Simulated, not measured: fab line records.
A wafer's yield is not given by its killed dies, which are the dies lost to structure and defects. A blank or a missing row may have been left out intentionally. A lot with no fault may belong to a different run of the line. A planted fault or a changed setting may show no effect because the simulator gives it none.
fab line records -- flow sky130
record: lots: 5, wafers: 15, last_day: 50
route steps=708 shown FIELD_ISO@19 NWELL@32 DNWELL@35 PWDE@45 SALICIDE@361 PAD_OPEN@708
lots that met no fault: taken from a fault-free run of the same line
start_h: start of the lot's first displayed wafer, in hours after the record's first day -- wait_h: hours elapsed since this lot's preceding step -- " repeats the value in the row above -- L1.1+2: one row covering several wafers at once -- - no value, or no start was given -- * or withheld: withheld -- < > ~ a bound
route shown NAME@n: NAME is a module with steps in the file, n the number in the route of the first one -- usual: mean and standard deviation over wafers with no fault -- same: alike in all rows -- chamber/n: place in a boat -- sites: each site's reading -- _std_site: their standard deviation -- _edge_site: inner sites' mean taken away from outer sites' mean -- radius_mm: for every site, how far away it sits from the centre of the wafer -- mask NAME#n: copy n -- behind: the most recent tool/chamber to have shaped the wafer -- hold: what put the lot on hold/how long, in hours/how the hold closed -- device: the transistor (n, p or np) that didn't switch -- end of line: tests of these same wafers at the route's end -- a step given without rows: its recipe and nothing more -- killed: at the first sort, the dies lost to defects and structure; wafer yield is something else -- map: the dies of a wafer, with x for killed, . for not killed, _ for no die there
set.NAME: the setting the step ran with; set.NAME@STEP: the setting that earlier step ran with -- model.NAME: the simulator's own value behind a step, which no gauge read
lots at some steps of the route; a table a step, a row a wafer
services: a tool's chamber out of use, with start hour (start_h, from the record's first day; less than 0 if before it), hours out, and reason
== steps ==
step: SKY_FIELD_ISO_WET_ETCH_18
recipe: chemistry: H3PO4, target_depth_nm: 25, temp_c: 160, target: Si3N4, time_s: 286
step: SKY_FIELD_ISO_CLEAN_19
recipe: chemistry: SC1/SC2, mix: 1:4:20, temp_c: 70, time_s: 150
step: SKY_FIELD_ISO_CLEAN_20
recipe: chemistry: dHF, time_s: 20, dilution: 100:1
step: SKY_FIELD_ISO_WET_ETCH_21
recipe: chemistry: dHF, dilution: 100:1, target_depth_nm: 20, dry: ipa_marangoni, target: SiO2, temp_c: 25, time_s: 400
step: SKY_FIELD_ISO_OXIDATION_22
recipe: temp_c: 950, ambient: O2, stabilise_s: 600, purge_s: 300, target_thk_a: 100, ox_time_s: 623
step: SKY_FIELD_ISO_THK_MEAS_23
recipe: reads: SiO2_of_FIELD_ISO_OXIDATION_22
usual: FIELD_ISO_OXIDATION_01_THK: 9.99/0.18
lot.wafer,tool,chamber,start_h,wait_h,FIELD_ISO_OXIDATION_01_THK[nm]
L609.3,film_metro-02,-,45.98,0.0,9.90
L609.4,film_metro-02,-,45.98,0.0,9.89
L609.6,film_metro-02,-,45.98,0.0,9.88
L610.1,film_metro-03,-,51.29,0.0,9.98
L610.2,film_metro-03,-,51.29,0.0,9.83
L610.4,film_metro-03,-,51.29,0.0,9.99
L614.3,film_metro-02,-,75.61,0.0,9.78
L614.5,film_metro-02,-,75.61,0.0,9.90
L614.6,film_metro-02,-,75.61,0.0,9.86
L623.1,film_metro-02,-,118.93,0.0,10.28
L623.3,film_metro-02,-,118.93,0.0,10.19
L623.6,film_metro-02,-,118.93,0.0,10.13
L628.1,film_metro-03,-,148.44,0.0,10.21
L628.5,film_metro-03,-,148.44,0.0,10.09
L628.6,film_metro-03,-,148.44,0.0,10.09
step: SKY_FIELD_ISO_CVD_24
recipe: material: SiO2, target_thk_nm: 595, temp_c: 650, sigma_open_frac: 0.3, time_s: 99.2, sih4_flow_sccm: 60, pressure_mtorr: 6
step: SKY_FIELD_ISO_THK_MEAS_25
recipe: reads: SiO2_of_FIELD_ISO_CVD_24
usual: FIELD_ISO_CVD_24_THK: 593/5.8
lot.wafer,tool,chamber,start_h,wait_h,FIELD_ISO_CVD_24_THK[nm]
L609.3,film_metro-03,-,46.11,0.1,586
L609.4,film_metro-03,-,46.11,0.1,598
L609.6,film_metro-03,-,46.11,0.1,593
L610.1,film_metro-04,-,51.42,0.0,585
L610.2,film_metro-04,-,51.42,0.0,584
L610.4,film_metro-04,-,51.42,0.0,591
L614.3,film_metro-03,-,75.74,0.1,601
L614.5,film_metro-03,-,75.74,0.1,596
L614.6,film_metro-03,-,75.74,0.1,602
L623.1,film_metro-03,-,119.07,0.0,595
L623.3,film_metro-03,-,119.07,0.0,600
L623.6,film_metro-03,-,119.07,0.0,594
L628.1,film_metro-03,-,148.57,0.0,584
L628.5,film_metro-03,-,148.57,0.0,585
L628.6,film_metro-03,-,148.57,0.0,586
step: SKY_FIELD_ISO_ANNEAL_26
recipe: temp_c: 1000, time_s: 1800, ambient: N2
step: SKY_FIELD_ISO_CMP_27
recipe: stop_on: Si3N4, t_overpolish_s: 16, down_force_psi: 4, platen_rpm: 60, target_thk_nm: 457.8, pad_velocity_m_s: 0.94248
usual: motor_current_A: 12.0/1.2, overpolish_run_s: 15.999/0.0085, time_to_endpoint_s: 112/3.4
lot.wafer,tool,chamber,start_h,wait_h,motor_current_A,overpolish_run_s,time_to_endpoint_s
L609.4,cmp-02,1,48.85,0.0,11.9,16.012,119
L609.3,cmp-02,0,48.85,0.0,9.9,16.003,109
L609.6,cmp-02,2,48.85,0.0,12.4,15.998,111
L610.2,cmp-02,1,53.25,0.3,10.9,16.015,112
L610.1,cmp-02,2,53.25,0.3,12.7,15.996,108
L610.4,cmp-02,3,53.25,0.3,13.5,16.006,108
L614.3,cmp-02,1,78.49,0.0,11.7,15.996,122
L614.6,cmp-02,1,78.49,0.0,11.4,16.012,118
L614.5,cmp-02,2,78.49,0.0,12.3,15.997,113
L623.1,cmp-02,3,122.02,0.1,13.0,16.017,116
L623.3,cmp-02,1,122.02,0.1,11.7,16.000,120
L623.6,cmp-02,2,122.02,0.1,12.3,15.976,114
L628.1,cmp-01,3,150.18,0.1,12.5,16.009,110
L628.6,cmp-01,2,150.18,0.1,13.9,16.004,111
L628.5,cmp-01,3,150.18,0.1,12.4,15.994,110
step: SKY_FIELD_ISO_WET_ETCH_28
recipe: chemistry: dHF, target_depth_nm: 23.7, target: SiO2, dilution: 10:1, temp_c: 25, time_s: 47
step: SKY_FIELD_ISO_WET_ETCH_29
recipe: chemistry: H3PO4, target_depth_nm: 160, target: Si3N4, temp_c: 160, time_s: 1825
step: SKY_FIELD_ISO_WET_ETCH_30
recipe: chemistry: dHF, target_depth_nm: 25, target: SiO2, dilution: 10:1, temp_c: 25, time_s: 50
usual: bath_heat_duty_pct: 6.7/0.69, temp_c: 24.99/0.11
lot.wafer,tool,chamber,start_h,wait_h,bath_heat_duty_pct,temp_c,model.SiO2_of_FIELD_ISO_CVD_24.thk_nm
L609.3,wet_bench-04,0,49.69,0.0,5.4,24.96,404.4
L609.4,wet_bench-04,0,49.69,0.0,6.0,25.01,404.7
L609.6,wet_bench-04,0,49.69,0.0,5.6,24.82,402.5
L610.1,wet_bench-01,1,54.13,0.0,6.0,25.18,404.5
L610.2,wet_bench-01,1,54.13,0.0,5.9,25.10,405.7
L610.4,wet_bench-01,1,54.13,0.0,5.9,25.06,403.7
L614.3,wet_bench-04,1,79.37,0.0,0,8.24,419
L614.5,wet_bench-04,1,79.37,0.0,0,8.20,418
L614.6,wet_bench-04,1,79.37,0.0,0,8.28,418.8
L623.1,wet_bench-03,2,122.80,0.0,6.1,24.92,404.6
L623.3,wet_bench-03,2,122.80,0.0,6.0,24.96,405.7
L623.6,wet_bench-03,2,122.80,0.0,6.1,24.96,405.3
L628.1,wet_bench-03,1,151.01,0.0,7.4,24.90,404
L628.5,wet_bench-03,1,151.01,0.0,7.2,25.04,404.9
L628.6,wet_bench-03,1,151.01,0.0,6.7,24.87,403.9
step: SKY_NWELL_CLEAN_00
recipe: chemistry: SC1/SC2, mix: 1:4:20, temp_c: 70, time_s: 150, dry: n2_spin
step: SKY_NWELL_OXIDATION_01
recipe: temp_c: 900, ambient: O2, stabilise_s: 600, purge_s: 300, target_thk_a: 100, ox_time_s: 1418
step: SKY_NWELL_THK_MEAS_02
recipe: reads: SiO2_of_NWELL_OXIDATION_01
usual: NWELL_OXIDATION_THK: 9.99/0.16
lot.wafer,tool,chamber,start_h,wait_h,NWELL_OXIDATION_THK[nm]
L609.3,film_metro-02,-,51.18,0.0,9.91
L609.4,film_metro-02,-,51.18,0.0,10.00
L609.6,film_metro-02,-,51.18,0.0,10.12
L610.1,film_metro-02,-,58.50,0.0,9.97
L610.2,film_metro-02,-,58.50,0.0,10.02
L610.4,film_metro-02,-,58.50,0.0,9.92
L614.3,film_metro-02,-,80.86,0.0,9.93
L614.5,film_metro-02,-,80.86,0.0,9.67
L614.6,film_metro-02,-,80.86,0.0,9.78
L623.1,film_metro-04,-,128.83,0.0,10.26
L623.3,film_metro-04,-,128.83,0.0,10.31
L623.6,film_metro-04,-,128.83,0.0,10.10
L628.1,film_metro-01,-,154.56,0.0,9.85
L628.5,film_metro-01,-,154.56,0.0,10.01
L628.6,film_metro-01,-,154.56,0.0,10.00
step: SKY_DNWELL_DEHYDRATE_00
recipe: temp_c: 200, time_s: 60
step: SKY_DNWELL_HMDS_01
recipe: prime_time_s: 60, prime_temp_c: 120
step: SKY_DNWELL_COAT_02
recipe: spin_rpm: 2000, resist_thk_nm: 3000
step: SKY_DNWELL_SOFTBAKE_03
recipe: temp_c: 110, time_s: withheld
step: SKY_DNWELL_EXPOSE_04
recipe: mask_id: DNM, na: 0.57, target_cd_nm: 3000, dose_mj: 222
step: SKY_DNWELL_PEB_05
recipe: temp_c: 115, time_s: withheld
step: SKY_DNWELL_DEVELOP_06
recipe: wall_angle_deg: 90, developer: TMAH, develop_time_s: 60, dev_temp_c: 23
step: SKY_DNWELL_IMPLANT_07
recipe: species: P, energy_kev: withheld, dose_cm2: withheld, tilt_deg: withheld
step: SKY_DNWELL_STRIP_08
recipe: chemistry: O2/N2, power_w: 1400, pressure_mtorr: 1500, platen_temp_c: withheld, o2_flow_sccm: 3000, n2_flow_sccm: 300, overash_fraction: 0.5
usual: drypump_motor_current_A: 5.9/0.64, n2_flow_sccm: 299.9/0.9, oes_product_au: 0.722/0.0047, strip_time_to_endpoint_s: 36.92/0.14
lot.wafer,tool,chamber,start_h,wait_h,drypump_motor_current_A,n2_flow_sccm,oes_product_au,rf_hours_counter_h,strip_time_to_endpoint_s
L609.3,plasma_asher-03,0,67.34,0.1,6.1,299.9,0.717,-,37.05
L609.4,plasma_asher-03,1,67.34,0.1,6.0,299.1,0.718,-,37.15
L609.6,plasma_asher-03,1,67.34,0.1,6.0,300.2,0.716,-,37.13
L610.1,plasma_asher-01,1,74.35,0.1,4.8,298.7,0.723,38,36.95
L610.2,plasma_asher-01,0,74.35,0.1,5.7,300.6,0.721,38,36.98
L610.4,plasma_asher-01,0,74.35,0.1,5.7,299.2,0.722,-,36.98
L614.3,plasma_asher-04,1,97.24,0.1,5.8,299.3,0.724,-,37.07
L614.5,plasma_asher-04,0,97.24,0.1,6.8,300.5,0.727,-,37.00
L614.6,plasma_asher-04,1,97.24,0.1,5.8,298.9,0.716,-,37.00
L623.1,plasma_asher-01,0,146.40,0.1,5.8,300.5,0.727,3,36.88
L623.3,plasma_asher-01,0,146.40,0.1,5.7,299.2,0.725,-,36.90
L623.6,plasma_asher-01,0,146.40,0.1,5.8,300.0,0.722,-,36.97
L628.1,plasma_asher-04,0,174.60,0.1,6.8,300.6,0.725,51,36.94
L628.5,plasma_asher-04,0,174.60,0.1,6.8,299.3,0.729,-,36.93
L628.6,plasma_asher-04,1,174.60,0.1,5.8,299.7,0.726,-,36.99
step: SKY_DNWELL_TW_MEAS_09
usual: DNWELL_TW: 1114/6.1
lot.wafer,tool,chamber,start_h,wait_h,DNWELL_TW
L609.3,film_metro-02,-,67.42,0.1,1111
L609.4,film_metro-02,-,67.42,0.1,1121
L609.6,film_metro-02,-,67.42,0.1,1121
L610.1,film_metro-01,-,74.45,0.1,1108
L610.2,film_metro-01,-,74.45,0.1,1106
L610.4,film_metro-01,-,74.45,0.1,1104
L614.3,film_metro-04,-,97.32,0.1,1108
L614.5,film_metro-04,-,97.32,0.1,1114
L614.6,film_metro-04,-,97.32,0.1,1108
L623.1,film_metro-01,-,146.50,0.1,1112
L623.3,film_metro-01,-,146.50,0.1,1113
L623.6,film_metro-01,-,146.50,0.1,1113
L628.1,film_metro-04,-,174.70,0.1,1110
L628.5,film_metro-04,-,174.70,0.1,1110
L628.6,film_metro-04,-,174.70,0.1,1113
step: SKY_PWDE_DEHYDRATE_00
recipe: temp_c: 200, time_s: 60
step: SKY_PWDE_HMDS_01
recipe: prime_time_s: 60, prime_temp_c: 120
step: SKY_PWDE_COAT_02
recipe: spin_rpm: 2000, resist_thk_nm: 3000
step: SKY_PWDE_SOFTBAKE_03
recipe: temp_c: 110, time_s: withheld
step: SKY_PWDE_EXPOSE_04
recipe: mask_id: PWDEM, na: 0.6, source_shape: conventional, sigma_outer: 0.6, polarization: unpolarized, target_cd_nm: 840, dose_mj: 214
step: SKY_PWDE_PEB_05
recipe: temp_c: 115, time_s: withheld
step: SKY_PWDE_DEVELOP_06
recipe: wall_angle_deg: 90, developer: TMAH, develop_time_s: 60, dev_temp_c: 23
step: SKY_PWDE_OVL_MEAS_07
usual: PWDE_OVL: 0.0/1.6
lot.wafer,tool,chamber,start_h,wait_h,PWDE_OVL[nm]
L609.3,overlay-02,-,82.77,-,4.5
L609.4,overlay-02,-,82.77,-,3.6
L609.6,overlay-02,-,82.77,-,4.4
L610.1,overlay-02,-,90.61,-,1.6
L610.2,overlay-02,-,90.61,-,0.8
L610.4,overlay-02,-,90.61,-,2.5
L614.3,overlay-02,-,115.26,-,-2.3
L614.5,overlay-02,-,115.26,-,-4.0
L614.6,overlay-02,-,115.26,-,-1.9
L623.1,overlay-02,-,166.56,-,-1.2
L623.3,overlay-02,-,166.56,-,-1.9
L623.6,overlay-02,-,166.56,-,-2.7
L628.1,overlay-01,-,196.10,-,-3.1
L628.5,overlay-01,-,196.10,-,-3.8
L628.6,overlay-01,-,196.10,-,-3.9
step: SKY_PWDE_IMPLANT_08
recipe: species: B, energy_kev: 150, dose_cm2: 3.6e+12, tilt_deg: withheld
step: SKY_PWDE_STRIP_09
recipe: chemistry: O2/N2, power_w: 1400, pressure_mtorr: 1500, platen_temp_c: withheld, o2_flow_sccm: 3000, n2_flow_sccm: 300, overash_fraction: 0.5
usual: drypump_motor_current_A: 5.8/0.5, n2_flow_sccm: 300.0/0.86, oes_product_au: 0.723/0.0043, strip_time_to_endpoint_s: 36.93/0.11
lot.wafer,tool,chamber,start_h,wait_h,drypump_motor_current_A,n2_flow_sccm,oes_product_au,rf_hours_counter_h,strip_time_to_endpoint_s
L609.3,plasma_asher-03,0,82.98,0.1,6.1,299.8,0.719,-,37.02
L609.4,plasma_asher-03,1,82.98,0.1,6.0,298.7,0.716,-,37.02
L609.6,plasma_asher-03,0,82.98,0.1,6.1,298.9,0.718,-,37.05
L610.1,plasma_asher-02,0,90.80,0.1,6.3,298.4,0.724,27,36.96
L610.2,plasma_asher-02,1,90.80,0.1,6.0,300.5,0.736,27,37.01
L610.4,plasma_asher-02,1,90.80,0.1,6.0,298.8,0.721,-,36.93
L614.3,plasma_asher-03,1,115.47,0.1,6.0,300.5,0.720,-,36.95
L614.5,plasma_asher-03,1,115.47,0.1,6.0,299.7,0.721,-,36.89
L614.6,plasma_asher-03,0,115.47,0.1,6.1,301.6,0.719,-,36.91
L623.1,plasma_asher-01,1,166.75,0.1,4.8,298.2,0.722,5,36.97
L623.3,plasma_asher-01,1,166.75,0.1,4.8,299.1,0.723,-,36.99
L623.6,plasma_asher-01,0,166.75,0.1,5.7,299.4,0.726,-,36.98
L628.1,plasma_asher-01,1,196.29,0.1,4.8,299.9,0.729,8,36.94
L628.5,plasma_asher-01,1,196.29,0.1,4.8,301.3,0.727,-,37.08
L628.6,plasma_asher-01,0,196.29,0.1,5.8,300.2,0.727,-,36.97
step: SKY_PWDE_TW_MEAS_10
usual: PWDE_TW: 374.5/1.9
lot.wafer,tool,chamber,start_h,wait_h,PWDE_TW
L609.3,film_metro-02,-,83.07,0.1,376.1
L609.4,film_metro-02,-,83.07,0.1,376.2
L609.6,film_metro-02,-,83.07,0.1,377.7
L610.1,film_metro-02,-,90.90,0.1,374.0
L610.2,film_metro-02,-,90.90,0.1,377.6
L610.4,film_metro-02,-,90.90,0.1,374.4
L614.3,film_metro-01,-,115.56,0.1,373.4
L614.5,film_metro-01,-,115.56,0.1,375.3
L614.6,film_metro-01,-,115.56,0.1,374.2
L623.1,film_metro-01,-,166.85,0.1,374.2
L623.3,film_metro-01,-,166.85,0.1,375.3
L623.6,film_metro-01,-,166.85,0.1,371.7
L628.1,film_metro-02,-,196.39,0.1,376.7
L628.5,film_metro-02,-,196.39,0.1,377.4
L628.6,film_metro-02,-,196.39,0.1,373.1
step: SKY_NWELL_DEHYDRATE_03
recipe: temp_c: 200, time_s: 60
step: SKY_NWELL_HMDS_04
recipe: prime_time_s: 60, prime_temp_c: 120
step: SKY_NWELL_COAT_05
recipe: spin_rpm: 2000, resist_thk_nm: 3000
step: SKY_NWELL_SOFTBAKE_06
recipe: temp_c: 110, time_s: withheld
step: SKY_NWELL_EXPOSE_07
recipe: mask_id: NWM, na: 0.6, source_shape: conventional, sigma_outer: 0.6, polarization: unpolarized, target_cd_nm: 840, dose_mj: 255
step: SKY_SALICIDE_CLEAN_00
recipe: chemistry: HF-last, time_s: 30, dilution: 100:1, dry: ipa_marangoni
lot.wafer,tool,chamber,start_h,wait_h,model.SiO2_of_FIELD_ISO_CVD_24.thk_nm
L609.3,wet_bench-04,3,665.05,0.1,358
L609.4,wet_bench-04,3,665.05,0.1,358.5
L609.6,wet_bench-04,3,665.05,0.1,356
L610.1,wet_bench-04,0,682.75,0.1,358.7
L610.2,wet_bench-04,0,682.75,0.1,359.9
L610.4,wet_bench-04,0,682.75,0.1,357.9
L614.3+6,wet_bench-01,3,713.35,0.1,372.3
L614.5,wet_bench-01,3,713.35,0.1,371.5
L623.1,wet_bench-01,2,787.40,0.1,358.2
L623.3,wet_bench-01,2,787.40,0.1,359.3
L623.6,wet_bench-01,2,787.40,0.1,359
L628.1,wet_bench-01,3,825.20,0.1,357.5
L628.5,wet_bench-01,3,825.20,0.1,358.3
L628.6,wet_bench-01,3,825.20,0.1,357.1
step: SKY_PAD_OPEN_PROBE_99
usual: killed_at_M0_to_M3: 43/6.7, killed_at_M4_up: 3.2/1.8, killed_at_contacts: 25/5.2, killed_at_front_end: 15/4.4, killed_at_other: 0.2/0.4, killed_dies: 87/9.3, killed_on_rim: 17/4, killed_open: 48/7.1, killed_short: 39/6
same: gross_dies: 492, killed_at_back_side: 0
lot.wafer,tool,chamber,start_h,wait_h,killed_at_M0_to_M3,killed_at_M4_up,killed_at_contacts,killed_at_front_end,killed_at_other,killed_dies,killed_on_rim,killed_open,killed_short,model.etest.res_p_drift_20v.line_ohm_um,model.etest.res_p_drift_20v.rs_ohm_sq,model.etest.pfet_16v.r_on_ohm_um,model.etest.res_iso_pwell.rs_ohm_sq,model.etest.res_iso_pwell.line_ohm_um,model.etest.res_nwell.rs_ohm_sq,model.etest.cap_li_to_poly.c_af_um2,model.etest.cap_poly_to_well.c_af_um2
L609.3,prober-02,-,1086.92,0.2,53,4,28,16,0,101,23,56,45,1.335e+04,1.109e+04,1.552e+04,3275,1241,953.3,99.67,88.25
L609.4,prober-02,-,1086.97,0.2,33,4,27,10,0,74,12,36,38,1.238e+04,1.035e+04,1.507e+04,2976,1127,914.5,98.22,92.27
L609.6,prober-02,-,1087.07,0.2,34,4,21,23,0,82,17,38,44,1.285e+04,1.087e+04,1.536e+04,3178,1192,938.4,98.42,90.94
L610.1,prober-01,-,1101.16,0.1,49,2,35,17,0,103,18,57,46,1.121e+04,9188,1.485e+04,2834,1076,882.5,94.63,93.29
L610.2,prober-01,-,1101.21,0.1,42,10,20,15,1,88,14,50,38,1.11e+04,9125,1.486e+04,2810,1063,887.7,96.16,91.81
L610.4,prober-01,-,1101.31,0.2,46,2,32,20,0,100,16,58,42,1.107e+04,9198,1.478e+04,2788,1056,874.2,99.02,93.18
L614.3,prober-01,-,1122.87,0.2,27,4,32,17,0,80,20,46,34,1.266e+04,1.046e+04,1.602e+04,3573,1360,1088,102.7,91.18
L614.5,prober-01,-,1122.97,0.2,46,5,28,9,0,88,24,46,42,1.26e+04,1.055e+04,1.597e+04,3613,1357,1100,102,90.75
L614.6,prober-01,-,1123.02,0.2,41,1,27,14,0,83,13,47,36,1.284e+04,1.068e+04,1.604e+04,3683,1390,1113,102.9,86.33
L623.1,prober-02,-,1176.73,0.1,44,1,29,10,1,85,20,50,35,1.073e+04,9181,1.52e+04,3093,1182,959,95.02,91.94
L623.3,prober-02,-,1176.83,0.2,37,1,26,19,0,83,22,38,45,1.138e+04,9438,1.537e+04,3211,1201,967.3,97.49,87.81
L623.6,prober-02,-,1176.98,0.2,49,5,19,20,0,93,16,50,43,1.081e+04,8984,1.505e+04,3041,1153,943.9,96.75,92.22
L628.1,prober-01,-,1199.92,0.1,45,5,16,13,0,79,13,31,48,1.131e+04,9515,1.56e+04,3370,1272,955.4,102.3,90.91
L628.5,prober-01,-,1200.12,0.2,30,5,25,10,1,71,13,43,28,1.138e+04,9438,1.572e+04,3370,1260,962.9,96.9,90.47
L628.6,prober-01,-,1200.17,0.2,47,4,23,12,0,86,18,50,36,1.13e+04,9559,1.56e+04,3383,1278,959,96.19,89.99
killed by level:class
L609.3 VIA2:geometric_particle:open=12 VIA1:geometric_particle:open=9 LI_CONTACT:geometric_particle:open=8 CONTACT:geometric_particle:open=8 VIA1:geometric_particle:short=8 METAL3:geometric_particle:short=7 POLY_GATE:geometric_particle:open=6 CONTACT:geometric_particle:short=6
L609.4 CONTACT:geometric_particle:open=15 METAL1:geometric_particle:short=9 METAL2:geometric_particle:short=6 VIA3:geometric_particle:open=5 CONTACT:geometric_particle:short=4 LI_CONTACT:geometric_particle:open=4 METAL4:geometric_particle:short=4 POLY_GATE:geometric_particle:open=3
L609.6 VIA1:geometric_particle:open=11 POLY_GATE:geometric_particle:short=8 POLY_GATE:geometric_particle:open=7 CONTACT:geometric_particle:short=5 CONTACT:geometric_particle:open=5 METAL1:geometric_particle:short=5 LOCAL_INTERCONNECT:geometric_particle:short=4 METAL4:geometric_particle:short=4
L610.1 CONTACT:geometric_particle:open=15 VIA1:geometric_particle:open=10 VIA2:geometric_particle:open=8 VIA3:geometric_particle:open=8 CONTACT:geometric_particle:short=6 METAL2:geometric_particle:short=6 FIELD_ISO:geometric_particle:short=5 LI_CONTACT:geometric_particle:open=5
L610.2 CONTACT:geometric_particle:open=11 VIA1:geometric_particle:open=8 METAL4:geometric_particle:short=8 VIA1:geometric_particle:short=6 VIA3:geometric_particle:open=6 METAL1:geometric_particle:short=6 METAL2:geometric_particle:short=5 FIELD_ISO:geometric_particle:open=4
L610.4 CONTACT:geometric_particle:open=13 LI_CONTACT:geometric_particle:open=10 FIELD_ISO:geometric_particle:short=9 VIA1:geometric_particle:open=9 VIA3:geometric_particle:open=7 VIA2:geometric_particle:open=7 FIELD_ISO:geometric_particle:open=6 METAL3:geometric_particle:short=5
L614.3 CONTACT:geometric_particle:open=16 LI_CONTACT:geometric_particle:open=8 POLY_GATE:geometric_particle:short=6 VIA1:geometric_particle:open=6 FIELD_ISO:geometric_particle:short=5 VIA2:geometric_particle:open=5 LI_CONTACT:geometric_particle:short=4 METAL1:geometric_particle:short=4
L614.5 CONTACT:geometric_particle:open=13 VIA1:geometric_particle:open=10 METAL1:geometric_particle:short=7 VIA2:geometric_particle:open=6 CONTACT:geometric_particle:short=6 VIA1:geometric_particle:short=5 METAL4:geometric_particle:short=5 METAL2:geometric_particle:short=5
L614.6 CONTACT:geometric_particle:open=11 VIA1:geometric_particle:open=9 VIA3:geometric_particle:open=7 LI_CONTACT:geometric_particle:open=6 VIA1:geometric_particle:short=6 METAL2:geometric_particle:short=6 FIELD_ISO:geometric_particle:open=4 VIA3:geometric_particle:short=4
L623.1 CONTACT:geometric_particle:open=18 VIA1:geometric_particle:open=9 METAL1:geometric_particle:short=8 CONTACT:geometric_particle:short=5 METAL2:geometric_particle:short=5 VIA2:geometric_particle:short=5 VIA3:geometric_particle:open=4 FIELD_ISO:geometric_particle:open=3
L623.3 METAL1:geometric_particle:short=10 CONTACT:geometric_particle:open=10 FIELD_ISO:geometric_particle:short=8 VIA2:geometric_particle:open=7 FIELD_ISO:geometric_particle:open=6 CONTACT:geometric_particle:short=6 LI_CONTACT:geometric_particle:open=4 VIA1:geometric_particle:open=4
L623.6 VIA1:geometric_particle:open=14 VIA3:geometric_particle:open=8 POLY_GATE:geometric_particle:short=6 LOCAL_INTERCONNECT:geometric_particle:short=6 METAL1:geometric_particle:short=6 VIA2:geometric_particle:open=5 METAL4:geometric_particle:short=5 FIELD_ISO:geometric_particle:open=4
L628.1 VIA1:geometric_particle:open=10 METAL1:geometric_particle:short=7 METAL2:geometric_particle:short=5 CONTACT:geometric_particle:open=5 VIA1:geometric_particle:short=5 METAL4:geometric_particle:short=5 POLY_GATE:geometric_particle:short=4 LOCAL_INTERCONNECT:geometric_particle:short=4
L628.5 CONTACT:geometric_particle:open=10 VIA3:geometric_particle:open=8 VIA1:geometric_particle:open=7 LI_CONTACT:geometric_particle:open=6 CONTACT:geometric_particle:short=5 POLY_GATE:geometric_particle:short=4 VIA1:geometric_particle:short=4 VIA2:geometric_particle:open=4
L628.6 VIA1:geometric_particle:open=18 VIA1:geometric_particle:short=7 LI_CONTACT:geometric_particle:open=7 LOCAL_INTERCONNECT:geometric_particle:short=7 VIA3:geometric_particle:open=6 CONTACT:geometric_particle:open=6 VIA2:geometric_particle:open=5 METAL1:geometric_particle:short=4
== services ==
tool,chamber,start_h,hours,kind
cmp-02,-,31.32,14.4,pm
plasma_asher-01,-,44.27,17.3,repair
wet_bench-04,-,51.69,21.5,repair
wet_bench-04,-,80.11,6.7,repair
plasma_asher-01,-,108.75,9.0,pm
wet_bench-01,-,117.57,68.5,pm
cmp-02,-,212.17,0.3,repair
cmp-02,-,232.00,4.0,pm
cmp-02,-,277.00,6.2,pm
wet_bench-01,-,318.28,1.1,repair
wet_bench-04,-,391.02,4.4,pm
cmp-02,-,420.27,0.8,repair
wet_bench-01,-,475.56,3.3,repair
cmp-02,-,557.45,5.6,pm
cmp-02,-,572.00,4.0,pm
plasma_asher-01,-,596.70,0.6,repair
wet_bench-01,-,615.02,15.3,repair
cmp-02,-,618.31,1.7,repair
plasma_asher-01,-,623.35,2.8,pm
plasma_asher-01,-,626.14,0.9,repair
plasma_asher-01,-,642.90,2.5,repair
cmp-02,-,646.00,10.2,pm
plasma_asher-01,-,680.19,1.2,repair
plasma_asher-01,-,703.49,2.3,repair
== key ==
first_sign: step: SKY_FIELD_ISO_WET_ETCH_30, reading: temp_c, direction: down, sigmas: 99+, usual: *, struck: *
effect: step: SKY_FIELD_ISO_WET_ETCH_30, reading: bath_heat_duty_pct, direction: down, sigmas: 9.7, usual: 6.7, struck: 0
model_effect: step: SKY_FIELD_ISO_WET_ETCH_30, value: SiO2_of_FIELD_ISO_CVD_24.thk_nm, without: 404.6, struck: 418.6
model_effect: step: SKY_SALICIDE_CLEAN_00, value: SiO2_of_FIELD_ISO_CVD_24.thk_nm, without: 358, struck: 372
model_effect: step: SKY_PAD_OPEN_PROBE_99, value: etest.res_p_drift_20v.line_ohm_um, without: 1.149e+04, struck: 1.27e+04
met_at SKY_FIELD_ISO_WET_ETCH_30
struck_wafers L614.3,L614.5,L614.6
tester_left_out L614
fault: kind: process_parameter_drift, tool: wet_bench-04, chamber: 1, onset_h: 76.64, steps: SKY_FIELD_ISO_WET_ETCH_30, channel: temp_c, offset: *, shape: step, end_h: 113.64, acts_in: *, stated: *
tester_left_out: of these lots the tester's yield and bins aren't shown, on N5 and GAA mostly nor the transistor test; their killed dies are dies lost to structure and defects alone, not to doping, threshold or leakage, so they don't give the yield
